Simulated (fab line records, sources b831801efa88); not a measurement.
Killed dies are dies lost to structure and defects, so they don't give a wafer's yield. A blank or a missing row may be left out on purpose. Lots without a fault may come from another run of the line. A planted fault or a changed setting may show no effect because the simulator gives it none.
fab line records | flow sky130
record lots=7 wafers=21 last_day=50
route steps=708 shown LI_CONTACT@369 PAD_OPEN@708
lots that met no fault: from a run of the same line without faults
start_h: hours from the record's first day to the start of the lot's first wafer shown | wait_h: hours since the lot's step before | " the same as in the row above | L1.1+2: a row that stands for several wafers | - no value, or no start given | * or withheld: withheld | < > ~ a bound
route shown NAME@n: a module of which the file shows steps, and the number in the route of the first | usual: mean/standard deviation of fault-free wafers | same: alike in all rows | chamber/n: place in a boat | sites: the reading at each site | _std_site: their standard deviation | _edge_site: outer sites' mean less inner sites' | radius_mm: how far each site lies from the wafer's centre | mask NAME#n: copy n | behind: the tool/chamber that last shaped the wafer | hold: why the lot was held/for how many hours/how that ended | device: the transistor (n, p or np) that didn't switch | end of line: the same wafers' tests at the end of the route | a step without rows: its recipe alone | killed: dies lost to structure and defects at the first sort, not the wafer's yield | map: a wafer's dies, x killed, . not, _ none there
set.NAME: the setting as run; set.NAME@STEP: as run at that earlier step | model.NAME: the simulator's own value behind a step, which no gauge read
lots at some steps of the route; a table a step, a row a wafer
services: from which hour (start_h, from the record's first day; less than 0 if before it) a tool's chamber was out of use, for how many hours, and why
## steps
# step SKY_LI_CONTACT_COAT_07
# recipe resist=KrF-thick spin_rpm=3000 resist_thk_nm=450
# step SKY_LI_CONTACT_SOFTBAKE_08
# recipe temp_c=100 time_s=90 resist=KrF-thick
# step SKY_LI_CONTACT_EXPOSE_09
# recipe mask_id=LICM1 na=0.8 source_shape=annular sigma_inner=0.55 sigma_outer=0.85 target_cd_nm=170 dose_mj=38
# step SKY_LI_CONTACT_PEB_10
# recipe peb_temp_c=withheld peb_time_s=withheld resist=KrF-thick
# step SKY_LI_CONTACT_DEVELOP_11
# recipe develop_time_s=60 resist=KrF-thick dev_temp_c=21
# step SKY_LI_CONTACT_CD_MEAS_12
# recipe target_cd_nm=170
# usual cd_nm=170.0/1.4
# columns lot.wafer tool chamber start_h wait_h cd_nm
L819.2 cd_sem-02 - 686.85 - 170.5
L819.3 " - " " 168.7
L819.5 " - " " 168.1
L823.2 cd_sem-02 - 737.95 - 168.5
L823.4 " - " " 169.8
L823.6 " - " " 170.3
L826.1 cd_sem-01 - 748.43 - 168.4
L826.2 " - " " 168.8
L826.6 " - " " 169.6
L827.2 cd_sem-02 - 771.93 - 171.4
L827.3 " - " " 169.3
L827.6 " - " " 170.2
L839.2 cd_sem-02 - 840.28 - 169.0
L839.5 " - " " 168.8
L839.6 " - " " 171.3
L840.1 cd_sem-01 - 849.88 - 170.3
L840.5 " - " " 169.7
L840.6 " - " " 170.2
L841.1 cd_sem-01 - 852.13 - 170.7
L841.3 " - " " 169.2
L841.4 " - " " 170.4
# step SKY_LI_CONTACT_OVL_MEAS_13
# usual LI_CONTACT_OVL=1/6.3
# columns lot.wafer tool chamber start_h wait_h LI_CONTACT_OVL[nm]
L819.2 overlay-02 - 686.95 0.1 9
L819.3 " - " " 1
L819.5 " - " " -4
L823.2 overlay-02 - 738.06 0.1 13
L823.4 " - " " 8
L823.6 " - " " 17
L826.1 overlay-02 - 748.55 0.1 0
L826.2 " - " " 2
L826.6 " - " " 1
L827.2 overlay-01 - 772.03 0.1 -10
L827.3 " - " " 10
L827.6 " - " " 1
L839.2 overlay-02 - 840.39 0.1 9
L839.5 " - " " 7
L839.6 " - " " 4
L840.1 overlay-01 - 850.00 0.1 -13
L840.5 " - " " -5
L840.6 " - " " -3
L841.1 overlay-01 - 852.25 0.1 -8
L841.3 " - " " -3
L841.4 " - " " 5
# step SKY_LI_CONTACT_ETCH_14
# recipe chemistry=N2/H2 target=BARC ion_energy_ev=200 source_w=500 bias_w=100 pressure_mtorr=30 n2_flow_sccm=100 h2_flow_sccm=200 stop_on=SiO2 time_s=45.9 target_depth_a=600
# usual drypump_motor_current_A=5.9/0.44 oes_product_au=0.855/0.0048 throttle_valve_pct=13.224/0.0094
# columns lot.wafer tool chamber start_h wait_h drypump_motor_current_A oes_product_au rf_hours_counter_h throttle_valve_pct
L819.2 rie_diel-03 0 686.98 0.0 5.0 0.857 8 13.234
L819.3 " 2 " " 5.7 0.854 15 13.228
L819.5 " 3 " " 6.0 0.867 - 13.225
L823.2 rie_diel-03 1 738.09 0.0 6.1 0.857 7 13.224
L823.4 " 2 " " 5.7 0.864 17 13.229
L823.6 " 1 " " 6.1 0.847 - 13.229
L826.1 rie_diel-03 2 748.59 0.0 5.8 0.861 17 13.223
L826.2 " 0 " " 5.0 0.853 9 13.223
L826.6 " 0 " " 5.0 0.854 - 13.213
L827.2 rie_diel-03 1 772.06 0.0 6.2 0.857 7 13.221
L827.3 " 0 " " 5.0 0.860 10 13.228
L827.6 " 0 " " 5.0 0.849 - 13.233
L839.2 rie_diel-01 2 840.42 0.0 5.6 0.849 8 13.217
L839.5 " 3 " " 6.4 0.849 - 13.224
L839.6 " 2 " " 5.7 0.862 - 13.232
L840.1 rie_diel-02 2 850.03 0.0 5.9 0.857 0 13.217
L840.5 " 0 " " 6.3 0.855 - 13.242
L840.6 " 3 " " 6.5 0.850 - 13.223
L841.1 rie_diel-03 0 852.28 0.0 5.0 0.855 13 13.199
L841.3 " 2 " " 5.8 0.859 19 13.224
L841.4 " 3 " " 6.0 0.849 3 13.236
# step SKY_LI_CONTACT_ETCH_15
# recipe target=PSG chemistry=C4F8/O2/Ar stop_on=Si taper_deg=4.15 mask_material=KrF-thick source_w=1500 bias_w=1200 pressure_mtorr=40 c4f8_flow_sccm=withheld O2_flow_sccm=6 Ar_flow_sccm=300 time_s=withheld target_depth_a=6000
# usual oes_product_au=0.837/0.0045
# columns lot.wafer tool chamber start_h wait_h oes_product_au
L819.2 rie_diel-03 0 687.02 0.0 0.825
L819.3 " 2 " " 0.838
L819.5 " 3 " " 0.831
L823.2 rie_diel-03 1 738.13 0.0 0.839
L823.4 " 2 " " 0.835
L823.6 " 1 " " 0.837
L826.1 rie_diel-03 2 748.63 0.0 0.829
L826.2 " 0 " " 0.841
L826.6 " 0 " " 0.829
L827.2 rie_diel-03 1 772.11 0.0 0.839
L827.3 " 0 " " 0.840
L827.6 " 0 " " 0.837
L839.2 rie_diel-01 2 840.46 0.0 0.838
L839.5 " 3 " " 0.832
L839.6 " 2 " " 0.834
L840.1 rie_diel-02 2 850.07 0.0 0.834
L840.5 " 0 " " 0.833
L840.6 " 3 " " 0.833
L841.1 rie_diel-03 0 852.32 0.0 0.838
L841.3 " 2 " " 0.843
L841.4 " 3 " " 0.837
# step SKY_LI_CONTACT_STRIP_16
# recipe chemistry=O2/N2 power_w=1400 pressure_mtorr=1500 platen_temp_c=withheld o2_flow_sccm=3000 n2_flow_sccm=300 overash_fraction=0.5
# usual drypump_motor_current_A=5.7/0.46 oes_product_au=0.375/0.0051 strip_time_to_endpoint_s=3.50/0.034
# columns lot.wafer tool chamber start_h wait_h drypump_motor_current_A oes_product_au rf_hours_counter_h strip_time_to_endpoint_s
L819.2 plasma_asher-01 0 687.11 - 5.2 0.373 82 3.49
L819.3 " 1 " " 6.3 0.371 - 3.51
L819.5 " 0 " " 5.2 0.376 - 3.45
L823.2 plasma_asher-01 1 738.22 - 6.3 0.375 88 3.51
L823.4 " 1 " " 6.3 0.373 - 3.48
L823.6 " 0 " " 5.2 0.366 - 3.52
L826.1 plasma_asher-01 1 748.72 - 6.3 0.380 89 3.46
L826.2 " 0 " " 5.2 0.379 89 3.47
L826.6 " 1 " " 6.3 0.378 - 3.47
L827.2 plasma_asher-02 0 772.19 - 6.0 0.374 3 3.55
L827.3 " 0 " " 6.0 0.378 - 3.50
L827.6 " 0 " " 6.0 0.379 - 3.51
L839.2 plasma_asher-01 0 840.54 - 5.2 0.374 97 3.56
L839.5 " 0 " " 5.2 0.374 - 3.46
L839.6 " 1 " " 6.3 0.380 - 3.57
L840.1 plasma_asher-02 1 850.16 - 5.8 0.375 11 3.53
L840.5 " 1 " " 5.8 0.373 - 3.48
L840.6 " 0 " " 6.0 0.380 - 3.54
L841.1 plasma_asher-02 0 852.41 - 6.0 0.373 11 3.46
L841.3 " 1 " " 5.8 0.366 - 3.49
L841.4 " 0 " " 6.0 0.367 - 3.48
# step SKY_LI_CONTACT_CLEAN_17
# recipe chemistry=NMP time_s=600 temp_c=60 dry=n2_spin
# step SKY_LI_CONTACT_PRE_CLEAN_18
# recipe gas=Ar time_s=5.6 bias_v=358
# step SKY_LI_CONTACT_SPUTTER_19
# recipe material=Ti target_thk_nm=20 chamber_pressure_pa=5 power_w=2500 substrate_temp_c=200 time_s=106.37
# usual cathode_dc_power_W=2500.0/0.44 throttle_valve_pct=30.0/1.2
# columns lot.wafer tool chamber start_h wait_h cathode_dc_power_W throttle_valve_pct model.Ti_of_LI_CONTACT_SPUTTER_19.thk_nm
L819.2 pvd_sputter-04 - 687.42 0.0 2500.2 31.1 20.06
L819.3 " - " " 2500.2 31.2 20.08
L819.5 " - " " 2499.5 31.5 20.26
L823.2 pvd_sputter-02 - 738.51 0.0 2499.6 30.3 17.58
L823.4 " - " " 2499.4 31.1 17.97
L823.6 " - " " 2499.4 28.6 17.86
L826.1 pvd_sputter-02 - 749.01 0.0 2498.8 31.2 17.71
L826.2 " - " " 2499.9 30.7 17.99
L826.6 " - " " 2499.2 30.7 17.91
L827.2 pvd_sputter-02 - 772.50 0.0 2500.4 28.7 17.88
L827.3 " - " " 2499.9 30.9 18.04
L827.6 " - " " 2500.0 30.3 17.83
L839.2 pvd_sputter-02 - 840.84 0.0 2500.5 29.0 20.11
L839.5 " - " " 2499.9 30.8 20.14
L839.6 " - " " 2500.9 31.0 20.18
L840.1 pvd_sputter-02 - 850.45 0.0 2499.9 28.7 19.92
L840.5 " - " " 2498.9 29.8 19.98
L840.6 " - " " 2500.8 28.5 19.98
L841.1 pvd_sputter-04 - 852.70 0.0 2500.0 28.8 19.96
L841.3 " - " " 2501.0 31.1 19.98
L841.4 " - " " 2500.6 28.6 19.91
# step SKY_LI_CONTACT_SPUTTER_20
# recipe material=TiN target_thk_nm=20 chamber_pressure_pa=5 power_w=4000 time_s=80
# usual cathode_dc_power_W=4000.1/0.71 throttle_valve_pct=30.0/1.1
# columns lot.wafer tool chamber start_h wait_h cathode_dc_power_W throttle_valve_pct
L819.2 pvd_sputter-04 - 687.50 0.0 4000.4 31.2
L819.3 " - " " 4000.4 31.5
L819.5 " - " " 4000.1 31.2
L823.2 pvd_sputter-02 - 738.59 0.0 3999.9 30.2
L823.4 " - " " 3999.3 31.1
L823.6 " - " " 3999.4 28.5
L826.1 pvd_sputter-02 - 749.09 0.0 4000.9 31.0
L826.2 " - " " 4000.6 30.5
L826.6 " - " " 3999.7 30.7
L827.2 pvd_sputter-02 - 772.58 0.0 3999.5 28.7
L827.3 " - " " 4002.0 30.9
L827.6 " - " " 3999.7 30.1
L839.2 pvd_sputter-02 - 840.91 0.0 4000.9 28.7
L839.5 " - " " 3999.5 30.7
L839.6 " - " " 3999.9 31.1
L840.1 pvd_sputter-02 - 850.53 0.0 3999.6 28.7
L840.5 " - " " 4001.9 30.0
L840.6 " - " " 3999.9 28.8
L841.1 pvd_sputter-04 - 852.78 0.0 4000.9 28.8
L841.3 " - " " 3998.8 31.4
L841.4 " - " " 4001.2 28.4
# step SKY_PAD_OPEN_PROBE_99
# usual killed_at_M0_to_M3=44/7.5 killed_at_M4_up=2.9/1.8 killed_at_contacts=24/5.1 killed_at_front_end=16/4.7 killed_at_other=0.3/0.46 killed_dies=87/9.9 killed_open=47/8 killed_short=39/6.3
# same gross_dies=492 killed_at_back_side=0
# columns lot.wafer tool chamber start_h wait_h killed_at_M0_to_M3 killed_at_M4_up killed_at_contacts killed_at_front_end killed_at_other killed_dies killed_open killed_short
L819.2 prober-01 - 1085.05 0.1 38 4 24 18 0 84 45 39
L819.3 prober-01 - 1085.10 0.2 37 3 28 15 0 83 46 36
L819.5 prober-01 - 1085.20 0.2 41 5 27 11 0 84 49 35
L823.2 prober-02 - 1122.55 0.1 38 1 17 21 0 77 36 41
L823.4 prober-02 - 1122.65 0.2 58 5 13 17 0 93 48 45
L823.6 prober-02 - 1122.75 0.2 39 3 22 11 1 76 32 43
L826.1 prober-01 - 1130.35 0.1 45 5 31 15 1 97 57 39
L826.2 prober-01 - 1130.40 0.1 36 2 20 20 1 79 34 44
L826.6 prober-01 - 1130.60 0.2 42 3 25 9 0 79 51 28
L827.2 prober-01 - 1147.57 0.1 45 2 25 18 0 90 48 42
L827.3 prober-01 - 1147.62 0.2 33 3 28 16 0 80 36 44
L827.6 prober-01 - 1147.77 0.2 44 2 18 16 0 80 41 39
L840.1 prober-01 - 1196.67 0.1 32 1 26 11 0 70 39 31
L840.5 prober-01 - 1196.87 0.2 41 2 29 17 0 89 53 35
L840.6 prober-01 - 1196.92 0.2 43 6 28 15 1 93 48 44
L841.1 prober-02 - 1198.20 0.1 56 1 22 24 0 103 61 42
L841.3 prober-02 - 1198.30 0.2 34 2 28 25 0 89 49 39
L841.4 prober-02 - 1198.35 0.2 42 6 27 18 1 94 43 50
# killed by level:class
L819.2 CONTACT:geometric_particle:open=7 FIELD_ISO:geometric_particle:short=7 VIA1:geometric_particle:open=7 VIA2:geometric_particle:open=7 METAL2:geometric_particle:short=6 LI_CONTACT:geometric_particle:open=5 VIA3:geometric_particle:open=5 FIELD_ISO:geometric_particle:open=4
L819.3 VIA1:geometric_particle:open=10 LI_CONTACT:geometric_particle:open=9 METAL1:geometric_particle:short=6 CONTACT:geometric_particle:open=5 VIA2:geometric_particle:open=5 FIELD_ISO:geometric_particle:short=4 POLY_GATE:geometric_particle:open=4 LI_CONTACT:geometric_particle:short=4
L819.5 LI_CONTACT:geometric_particle:open=10 VIA1:geometric_particle:open=9 CONTACT:geometric_particle:open=6 VIA2:geometric_particle:open=5 CONTACT:geometric_particle:short=5 VIA3:geometric_particle:open=5 FIELD_ISO:geometric_particle:open=4 POLY_GATE:geometric_particle:open=4
L823.2 VIA1:geometric_particle:open=9 FIELD_ISO:geometric_particle:short=6 POLY_GATE:geometric_particle:short=6 VIA1:geometric_particle:short=6 VIA2:geometric_particle:open=6 CONTACT:geometric_particle:open=5 METAL2:geometric_particle:short=5 VIA3:geometric_particle:open=5
L823.4 VIA1:geometric_particle:open=15 METAL3:geometric_particle:short=8 VIA3:geometric_particle:open=7 VIA1:geometric_particle:short=7 METAL1:geometric_particle:short=6 VIA2:geometric_particle:open=6 POLY_GATE:geometric_particle:open=5 METAL4:geometric_particle:short=5
L823.6 VIA1:geometric_particle:open=9 CONTACT:geometric_particle:open=8 LOCAL_INTERCONNECT:geometric_particle:short=6 VIA1:geometric_particle:short=6 METAL3:geometric_particle:short=5 METAL2:geometric_particle:short=5 VIA3:geometric_particle:open=5 CONTACT:geometric_particle:short=5
L826.1 CONTACT:geometric_particle:open=12 VIA3:geometric_particle:open=11 LI_CONTACT:geometric_particle:open=8 VIA2:geometric_particle:open=7 LOCAL_INTERCONNECT:geometric_particle:short=6 METAL2:geometric_particle:short=6 METAL1:geometric_particle:short=5 FIELD_ISO:geometric_particle:open=4
L826.2 CONTACT:geometric_particle:open=9 METAL2:geometric_particle:short=7 VIA1:geometric_particle:short=7 VIA2:geometric_particle:open=7 CONTACT:geometric_particle:short=6 FIELD_ISO:geometric_particle:open=4 VIA1:geometric_particle:open=4 VIA3:geometric_particle:short=4
L826.6 VIA1:geometric_particle:open=13 LI_CONTACT:geometric_particle:open=11 CONTACT:geometric_particle:open=8 VIA3:geometric_particle:open=7 METAL1:geometric_particle:short=6 METAL2:geometric_particle:short=5 VIA2:geometric_particle:open=5 CONTACT:geometric_particle:short=3
L827.2 CONTACT:geometric_particle:open=11 VIA1:geometric_particle:open=9 VIA2:geometric_particle:open=8 VIA3:geometric_particle:open=7 POLY_GATE:geometric_particle:short=6 METAL1:geometric_particle:short=6 VIA1:geometric_particle:short=6 LI_CONTACT:geometric_particle:open=5
L827.3 CONTACT:geometric_particle:short=10 CONTACT:geometric_particle:open=8 METAL2:geometric_particle:short=6 VIA2:geometric_particle:open=6 VIA1:geometric_particle:open=5 FIELD_ISO:geometric_particle:open=4 POLY_GATE:geometric_particle:short=4 LI_CONTACT:geometric_particle:short=4
L827.6 VIA1:geometric_particle:short=8 VIA2:geometric_particle:open=6 VIA1:geometric_particle:open=6 FIELD_ISO:geometric_particle:open=5 LI_CONTACT:geometric_particle:open=5 LOCAL_INTERCONNECT:geometric_particle:short=5 CONTACT:geometric_particle:open=5 METAL2:geometric_particle:short=5
L840.1 CONTACT:geometric_particle:open=9 VIA1:geometric_particle:open=7 VIA3:geometric_particle:short=6 LOCAL_INTERCONNECT:geometric_particle:short=5 VIA3:geometric_particle:open=5 LI_CONTACT:geometric_particle:short=4 LOCAL_INTERCONNECT:geometric_particle:open=4 FIELD_ISO:geometric_particle:short=3
L840.5 VIA1:geometric_particle:open=11 LI_CONTACT:geometric_particle:open=10 CONTACT:geometric_particle:open=6 VIA2:geometric_particle:open=6 LOCAL_INTERCONNECT:geometric_particle:short=5 METAL2:geometric_particle:short=5 VIA3:geometric_particle:open=5 FIELD_ISO:geometric_particle:short=4
L840.6 CONTACT:geometric_particle:open=10 VIA3:geometric_particle:open=10 VIA1:geometric_particle:open=9 LOCAL_INTERCONNECT:geometric_particle:short=7 FIELD_ISO:geometric_particle:short=5 METAL1:geometric_particle:short=5 VIA2:geometric_particle:short=5 METAL4:geometric_particle:short=4
L841.1 CONTACT:geometric_particle:open=14 VIA1:geometric_particle:open=11 VIA2:geometric_particle:open=10 VIA3:geometric_particle:open=9 POLY_GATE:geometric_particle:short=7 FIELD_ISO:geometric_particle:short=6 VIA2:geometric_particle:short=6 POLY_GATE:geometric_particle:open=5
L841.3 CONTACT:geometric_particle:open=10 FIELD_ISO:geometric_particle:open=8 VIA1:geometric_particle:open=7 VIA3:geometric_particle:open=7 FIELD_ISO:geometric_particle:short=6 METAL1:geometric_particle:short=6 LI_CONTACT:geometric_particle:open=5 VIA2:geometric_particle:open=5
L841.4 VIA1:geometric_particle:open=9 FIELD_ISO:geometric_particle:short=7 LI_CONTACT:geometric_particle:open=7 CONTACT:geometric_particle:short=7 VIA3:geometric_particle:open=6 METAL4:geometric_particle:short=6 CONTACT:geometric_particle:open=5 VIA1:geometric_particle:short=5
## services
# columns tool chamber start_h hours kind
pvd_sputter-04 - 676.46 2.1 repair
rie_diel-03 0 698.99 3.4 repair
rie_diel-03 1 700.62 23.7 repair
plasma_asher-02 - 715.90 0.7 repair
pvd_sputter-02 - 729.85 3.8 repair
plasma_asher-02 - 733.75 9.0 pm
plasma_asher-02 0 733.75 9.0 vent_cycle
plasma_asher-02 1 733.75 9.0 vent_cycle
plasma_asher-02 0 742.75 - clean
plasma_asher-02 1 742.75 - clean
pvd_sputter-04 1 755.00 - consumable_replace:kit
pvd_sputter-04 1 755.00 18.0 scheduled_down
pvd_sputter-04 1 755.00 18.0 vent_cycle
rie_diel-03 3 764.93 - clean
rie_diel-03 3 764.93 14.5 scheduled_down
rie_diel-03 3 764.93 14.5 vent_cycle
plasma_asher-01 - 768.38 1.8 repair
pvd_sputter-02 3 769.90 - consumable_replace:kit
pvd_sputter-02 3 769.90 18.0 scheduled_down
pvd_sputter-02 3 769.90 18.0 vent_cycle
rie_diel-03 2 803.68 7.2 repair
rie_diel-03 2 818.76 19.9 repair
rie_diel-02 2 822.43 - clean
plasma_asher-01 - 833.81 2.8 pm
## key
first_sign none at tools or gauges
model_effect step=SKY_LI_CONTACT_SPUTTER_19 value=Ti_of_LI_CONTACT_SPUTTER_19.thk_nm without=19.95 struck=17.86
met_at SKY_LI_CONTACT_SPUTTER_19
struck_wafers L823.2,L823.4,L823.6,L826.1,L826.2,L826.6,L827.2,L827.3,L827.6
tester_left_out L823,L826,L827
fault kind=process_parameter_drift tool=pvd_sputter-02 chamber=- onset_h=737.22 steps=SKY_LI_CONTACT_SPUTTER_19 channel=time_s offset=* shape=step end_h=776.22 acts_in=* stated=*
# tester_left_out: of these lots the tester's yield and bins aren't shown, on N5 and GAA mostly nor the transistor test; their killed dies are dies lost to structure and defects alone, not to doping, threshold or leakage, so they don't give the yield
